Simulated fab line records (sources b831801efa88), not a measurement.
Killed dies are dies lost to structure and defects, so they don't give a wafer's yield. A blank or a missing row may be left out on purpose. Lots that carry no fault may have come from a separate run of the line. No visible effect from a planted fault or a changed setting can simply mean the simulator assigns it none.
Which tool was responsible? :: flow sky130 :: 13 lots with 39 wafers sampled at 6 steps, on a route of 708 steps

== WHAT EACH GAUGE READ, for each wafer ==
SKY_POLY_CUT_CD_MEAS_08 targets a cd of 270 nm.
lot: L254
measured: day 24 01:26
on: cd_sem-01
cd_nm (nm): 269.4 270.0 270.3

lot: L253
measured: day 24 01:46
on: cd_sem-02
cd_nm (nm): 271.8 271.8 271.1

lot: L255
measured: day 25 22:04
on: cd_sem-01
cd_nm (nm): 269.9 269.5 269.3

lot: L259
measured: day 29 15:34
on: cd_sem-02
cd_nm (nm): 269.2 268.9 268.1

lot: L262
measured: day 29 15:48
on: cd_sem-01
cd_nm (nm): 270.1 269.4 269.5

lot: L261
measured: day 29 18:06
on: cd_sem-02
cd_nm (nm): 271.1 270.9 270.5

lot: L267
measured: day 30 01:02
on: cd_sem-02
cd_nm (nm): 269.3 268.0 269.4

lot: L268
measured: day 30 02:09
on: cd_sem-01
cd_nm (nm): 270.2 270.4 271.3

lot: L270
measured: day 30 03:54
on: cd_sem-02
cd_nm (nm): 270.2 270.1 268.8

lot: L272
measured: day 30 15:01
on: cd_sem-01
cd_nm (nm): 270.3 268.5 268.7

lot: L273
measured: day 30 17:48
on: cd_sem-02
cd_nm (nm): 271.1 269.8 270.2

lot: L274
measured: day 30 21:18
on: cd_sem-01
cd_nm (nm): 269.0 269.1 268.2

lot: L276
measured: day 31 20:47
on: cd_sem-02
cd_nm (nm): 271.7 270.5 269.8

SKY_POLY_CUT_OVL_MEAS_09.
lot: L254
measured: day 24 01:32
on: overlay-01
POLY_CUT_OVL (nm): -6 -3 -10

lot: L253
measured: day 24 01:53
on: overlay-01
POLY_CUT_OVL (nm): 1 4 -2

lot: L255
measured: day 25 22:11
on: overlay-01
POLY_CUT_OVL (nm): 1 -1 -2

lot: L259
measured: day 29 15:41
on: overlay-01
POLY_CUT_OVL (nm): -8 -5 -7

lot: L262
measured: day 29 15:55
on: overlay-02
POLY_CUT_OVL (nm): 5 10 0

lot: L261
measured: day 29 18:13
on: overlay-02
POLY_CUT_OVL (nm): -2 5 -5

lot: L267
measured: day 30 01:08
on: overlay-02
POLY_CUT_OVL (nm): -5 -6 -10

lot: L268
measured: day 30 02:16
on: overlay-01
POLY_CUT_OVL (nm): 0 7 1

lot: L270
measured: day 30 04:01
on: overlay-01
POLY_CUT_OVL (nm): -2 7 -3

lot: L272
measured: day 30 15:07
on: overlay-01
POLY_CUT_OVL (nm): 2 -5 5

lot: L273
measured: day 30 17:55
on: overlay-01
POLY_CUT_OVL (nm): 2 0 5

lot: L274
measured: day 30 21:25
on: overlay-01
POLY_CUT_OVL (nm): -4 1 8

lot: L276
measured: day 31 20:53
on: overlay-01
POLY_CUT_OVL (nm): 7 8 3

SKY_SD_N_TW_MEAS_12.
lot: L254
measured: day 27 16:49
on: film_metro-04
SD_N_TW: 3921 3931 3937

lot: L253
measured: day 27 17:51
on: film_metro-02
SD_N_TW: 3956 3968 3960

lot: L255
measured: day 29 11:54
on: film_metro-02
SD_N_TW: 3943 3950 3942

lot: L259
measured: day 33 02:46
on: film_metro-03
SD_N_TW: 3972 3965 3956

lot: L262
measured: day 33 04:06
on: film_metro-03
SD_N_TW: 30 30 30

lot: L261
measured: day 33 06:36
on: film_metro-04
SD_N_TW: 3951 3966 3969

lot: L267
measured: day 33 12:23
on: film_metro-04
SD_N_TW: 3950 3987 3959

lot: L268
measured: day 33 13:24
on: film_metro-03
SD_N_TW: 3992 3987 3984

lot: L270
measured: day 33 15:18
on: film_metro-02
SD_N_TW: 3995 3980 3968

lot: L272
measured: day 34 01:19
on: film_metro-02
SD_N_TW: 3986 3967 3975

lot: L273
measured: day 34 04:45
on: film_metro-03
SD_N_TW: 3965 3969 3967

lot: L274
measured: day 34 08:13
on: film_metro-02
SD_N_TW: 3971 3968 3943

lot: L276
measured: day 35 04:43
on: film_metro-03
SD_N_TW: 3981 3996 3982

== TOOL THAT RAN EACH LOT (tool first, then ch and the chambers of the sampled wafers, then the start) ==
lot: L254
SKY_SD_P_STRIP_10: plasma_asher-02 ch 0, day 25 06:58
SKY_RES_XHIGH_STRIP_08: plasma_asher-04 ch 0,1, day 26 12:20
SKY_SD_N_STRIP_11: plasma_asher-02 ch 0,1, day 27 16:43

lot: L253
SKY_SD_P_STRIP_10: plasma_asher-04 ch 0,1, day 25 07:09
SKY_RES_XHIGH_STRIP_08: plasma_asher-01 ch 0,1, day 26 12:31
SKY_SD_N_STRIP_11: plasma_asher-01 ch 0,1, day 27 17:45

lot: L255
SKY_SD_P_STRIP_10: plasma_asher-03 ch 0,1, day 27 03:13
SKY_RES_XHIGH_STRIP_08: plasma_asher-04 ch 0, day 28 07:16
SKY_SD_N_STRIP_11: plasma_asher-02 ch 0,1, day 29 11:48

lot: L259
SKY_SD_P_STRIP_10: plasma_asher-04 ch 0,1, day 30 19:45
SKY_RES_XHIGH_STRIP_08: plasma_asher-01 ch 0,1, day 31 23:36
SKY_SD_N_STRIP_11: plasma_asher-02 ch 0,1, day 33 02:40

lot: L262
SKY_SD_P_STRIP_10: plasma_asher-02 ch 0,1, day 30 20:21
SKY_RES_XHIGH_STRIP_08: plasma_asher-01 ch 0,1, day 32 00:38
SKY_SD_N_STRIP_11: plasma_asher-04 ch 1, day 33 04:00

lot: L261
SKY_SD_P_STRIP_10: plasma_asher-02 ch 0,1, day 30 22:33
SKY_RES_XHIGH_STRIP_08: plasma_asher-03 ch 0, day 32 02:56
SKY_SD_N_STRIP_11: plasma_asher-02 ch 0,1, day 33 06:30

lot: L267
SKY_SD_P_STRIP_10: plasma_asher-03 ch 0,1, day 31 05:47
SKY_RES_XHIGH_STRIP_08: plasma_asher-03 ch 0,1, day 32 09:11
SKY_SD_N_STRIP_11: plasma_asher-01 ch 0,1, day 33 12:17

lot: L268
SKY_SD_P_STRIP_10: plasma_asher-04 ch 0,1, day 31 07:09
SKY_RES_XHIGH_STRIP_08: plasma_asher-03 ch 0,1, day 32 10:11
SKY_SD_N_STRIP_11: plasma_asher-01 ch 0,1, day 33 13:18

lot: L270
SKY_SD_P_STRIP_10: plasma_asher-02 ch 0,1, day 31 08:24
SKY_RES_XHIGH_STRIP_08: plasma_asher-04 ch 0,1, day 32 11:37
SKY_SD_N_STRIP_11: plasma_asher-01 ch 0,1, day 33 15:12

lot: L272
SKY_SD_P_STRIP_10: plasma_asher-03 ch 0,1, day 31 19:43
SKY_RES_XHIGH_STRIP_08: plasma_asher-03 ch 0,1, day 32 21:37
SKY_SD_N_STRIP_11: plasma_asher-01 ch 0,1, day 34 01:13

lot: L273
SKY_SD_P_STRIP_10: plasma_asher-02 ch 0,1, day 31 22:27
SKY_RES_XHIGH_STRIP_08: plasma_asher-04 ch 0,1, day 33 01:16
SKY_SD_N_STRIP_11: plasma_asher-01 ch 0, day 34 04:39

lot: L274
SKY_SD_P_STRIP_10: plasma_asher-02 ch 0,1, day 32 02:01
SKY_RES_XHIGH_STRIP_08: plasma_asher-04 ch 0,1, day 33 05:21
SKY_SD_N_STRIP_11: plasma_asher-01 ch 0, day 34 08:07

lot: L276
SKY_SD_P_STRIP_10: plasma_asher-02 ch 0,1, day 32 22:35
SKY_RES_XHIGH_STRIP_08: plasma_asher-01 ch 0,1, day 34 01:29
SKY_SD_N_STRIP_11: plasma_asher-04 ch 0,1, day 35 04:38
- SKY_SD_P_STRIP_10: strips in O2/N2.
- SKY_RES_XHIGH_STRIP_08: strips in O2/N2.
- SKY_SD_N_STRIP_11: strips in O2/N2.

== WHAT THE TOOLS THEMSELVES READ (means of the sampled wafers that have a number; where no wafer has one, the mark that the record gives instead) ==
SKY_SD_P_STRIP_10.
lot: L254
tool: plasma_asher-02
drypump_motor_current_A (A): 6.8
oes_product_au (a.u.): 0.620
strip_time_to_endpoint_s (s): 17.53

lot: L253
tool: plasma_asher-04
drypump_motor_current_A (A): 6.1
oes_product_au (a.u.): 0.619
strip_time_to_endpoint_s (s): 17.55

lot: L255
tool: plasma_asher-03
drypump_motor_current_A (A): 5.5
oes_product_au (a.u.): 0.613
strip_time_to_endpoint_s (s): 17.55

lot: L259
tool: plasma_asher-04
drypump_motor_current_A (A): 6.1
oes_product_au (a.u.): 0.618
strip_time_to_endpoint_s (s): 17.50

lot: L262
tool: plasma_asher-02
drypump_motor_current_A (A): 5.8
oes_product_au (a.u.): 0.618
strip_time_to_endpoint_s (s): 17.47

lot: L261
tool: plasma_asher-02
drypump_motor_current_A (A): 6.3
oes_product_au (a.u.): 0.616
strip_time_to_endpoint_s (s): 17.44

lot: L267
tool: plasma_asher-03
drypump_motor_current_A (A): 5.2
oes_product_au (a.u.): 0.618
strip_time_to_endpoint_s (s): 17.52

lot: L268
tool: plasma_asher-04
drypump_motor_current_A (A): 6.1
oes_product_au (a.u.): 0.619
strip_time_to_endpoint_s (s): 17.49

lot: L270
tool: plasma_asher-02
drypump_motor_current_A (A): 5.9
oes_product_au (a.u.): 0.620
strip_time_to_endpoint_s (s): 17.52

lot: L272
tool: plasma_asher-03
drypump_motor_current_A (A): 5.5
oes_product_au (a.u.): 0.617
strip_time_to_endpoint_s (s): 17.51

lot: L273
tool: plasma_asher-02
drypump_motor_current_A (A): 6.2
oes_product_au (a.u.): 0.615
strip_time_to_endpoint_s (s): 17.44

lot: L274
tool: plasma_asher-02
drypump_motor_current_A (A): 6.3
oes_product_au (a.u.): 0.617
strip_time_to_endpoint_s (s): 17.52

lot: L276
tool: plasma_asher-02
drypump_motor_current_A (A): 5.8
oes_product_au (a.u.): 0.617
strip_time_to_endpoint_s (s): 17.52

SKY_RES_XHIGH_STRIP_08.
lot: L254
tool: plasma_asher-04
drypump_motor_current_A (A): 6.1
oes_product_au (a.u.): 0.711
strip_time_to_endpoint_s (s): 14.27

lot: L253
tool: plasma_asher-01
drypump_motor_current_A (A): 5.4
oes_product_au (a.u.): 0.711
strip_time_to_endpoint_s (s): 14.28

lot: L255
tool: plasma_asher-04
drypump_motor_current_A (A): 5.3
oes_product_au (a.u.): 0.709
strip_time_to_endpoint_s (s): 14.26

lot: L259
tool: plasma_asher-01
drypump_motor_current_A (A): 5.4
oes_product_au (a.u.): 0.713
strip_time_to_endpoint_s (s): 14.26

lot: L262
tool: plasma_asher-01
drypump_motor_current_A (A): 5.5
oes_product_au (a.u.): 0.915
strip_time_to_endpoint_s (s): -

lot: L261
tool: plasma_asher-03
drypump_motor_current_A (A): 5.8
oes_product_au (a.u.): 0.707
strip_time_to_endpoint_s (s): 14.25

lot: L267
tool: plasma_asher-03
drypump_motor_current_A (A): 5.5
oes_product_au (a.u.): 0.708
strip_time_to_endpoint_s (s): 14.31

lot: L268
tool: plasma_asher-03
drypump_motor_current_A (A): 5.5
oes_product_au (a.u.): 0.711
strip_time_to_endpoint_s (s): 14.27

lot: L270
tool: plasma_asher-04
drypump_motor_current_A (A): 6.1
oes_product_au (a.u.): 0.710
strip_time_to_endpoint_s (s): 14.25

lot: L272
tool: plasma_asher-03
drypump_motor_current_A (A): 5.5
oes_product_au (a.u.): 0.720
strip_time_to_endpoint_s (s): 14.34

lot: L273
tool: plasma_asher-04
drypump_motor_current_A (A): 6.0
oes_product_au (a.u.): 0.711
strip_time_to_endpoint_s (s): 14.20

lot: L274
tool: plasma_asher-04
drypump_motor_current_A (A): 6.1
oes_product_au (a.u.): 0.712
strip_time_to_endpoint_s (s): 14.26

lot: L276
tool: plasma_asher-01
drypump_motor_current_A (A): 5.4
oes_product_au (a.u.): 0.710
strip_time_to_endpoint_s (s): 14.26

SKY_SD_N_STRIP_11.
lot: L254
tool: plasma_asher-02
drypump_motor_current_A (A): 6.3
oes_product_au (a.u.): 0.531
strip_time_to_endpoint_s (s): 22.57

lot: L253
tool: plasma_asher-01
drypump_motor_current_A (A): 5.5
oes_product_au (a.u.): 0.524
strip_time_to_endpoint_s (s): 22.55

lot: L255
tool: plasma_asher-02
drypump_motor_current_A (A): 5.9
oes_product_au (a.u.): 0.527
strip_time_to_endpoint_s (s): 22.56

lot: L259
tool: plasma_asher-02
drypump_motor_current_A (A): 6.2
oes_product_au (a.u.): 0.525
strip_time_to_endpoint_s (s): 22.53

lot: L262
tool: plasma_asher-04
drypump_motor_current_A (A): 6.5
oes_product_au (a.u.): 0.579
strip_time_to_endpoint_s (s): 30.52

lot: L261
tool: plasma_asher-02
drypump_motor_current_A (A): 6.2
oes_product_au (a.u.): 0.530
strip_time_to_endpoint_s (s): 22.56

lot: L267
tool: plasma_asher-01
drypump_motor_current_A (A): 5.4
oes_product_au (a.u.): 0.526
strip_time_to_endpoint_s (s): 22.54

lot: L268
tool: plasma_asher-01
drypump_motor_current_A (A): 5.5
oes_product_au (a.u.): 0.526
strip_time_to_endpoint_s (s): 22.53

lot: L270
tool: plasma_asher-01
drypump_motor_current_A (A): 5.5
oes_product_au (a.u.): 0.528
strip_time_to_endpoint_s (s): 22.54

lot: L272
tool: plasma_asher-01
drypump_motor_current_A (A): 5.4
oes_product_au (a.u.): 0.528
strip_time_to_endpoint_s (s): 22.56

lot: L273
tool: plasma_asher-01
drypump_motor_current_A (A): 5.3
oes_product_au (a.u.): 0.528
strip_time_to_endpoint_s (s): 22.57

lot: L274
tool: plasma_asher-01
drypump_motor_current_A (A): 5.3
oes_product_au (a.u.): 0.524
strip_time_to_endpoint_s (s): 22.55

lot: L276
tool: plasma_asher-04
drypump_motor_current_A (A): 5.7
oes_product_au (a.u.): 0.526
strip_time_to_endpoint_s (s): 22.53

== THE ANSWER, worked out from the rows above alone ==
Rule: the usual values come from the lots themselves. The widest of any qualifying gaps counts: lots, ordered by their means at a reading, are off when they make up no more than a third of the lots, leave a main group of 4 or more, and stand apart from it by 3 or more times the standard deviation of that group's means. A main group is skipped when, at the precision printed for the reading in the tables above, its means are all equal. Also off: a lot with no number at a reading for which 4 or more lots have one. Any other lot the step has rows for is counted as sound. The gauges are gone through in route order, then the tools' own readings, and for those a lot's mean is taken as printed above. The first step at which some lot is off is used, and at that step the reading that is off furthest; a lot without a number counts as furthest.
Off: at SKY_SD_N_TW_MEAS_12 (SD_N_TW), L262. Main group: mean 3966, sd 16.
If a tool, at a process step before that reading, ran all the lots that are off and no sound lot after the first of them, it fits. The gauges at SKY_SD_N_TW_MEAS_12 aren't tried: what is off there is off at SKY_RES_XHIGH_STRIP_08 too, on other tools, and a gauge's error can't cause that. Not one of the candidates tried fits.

== WHAT THE SIMULATOR HAD PUT IN ==
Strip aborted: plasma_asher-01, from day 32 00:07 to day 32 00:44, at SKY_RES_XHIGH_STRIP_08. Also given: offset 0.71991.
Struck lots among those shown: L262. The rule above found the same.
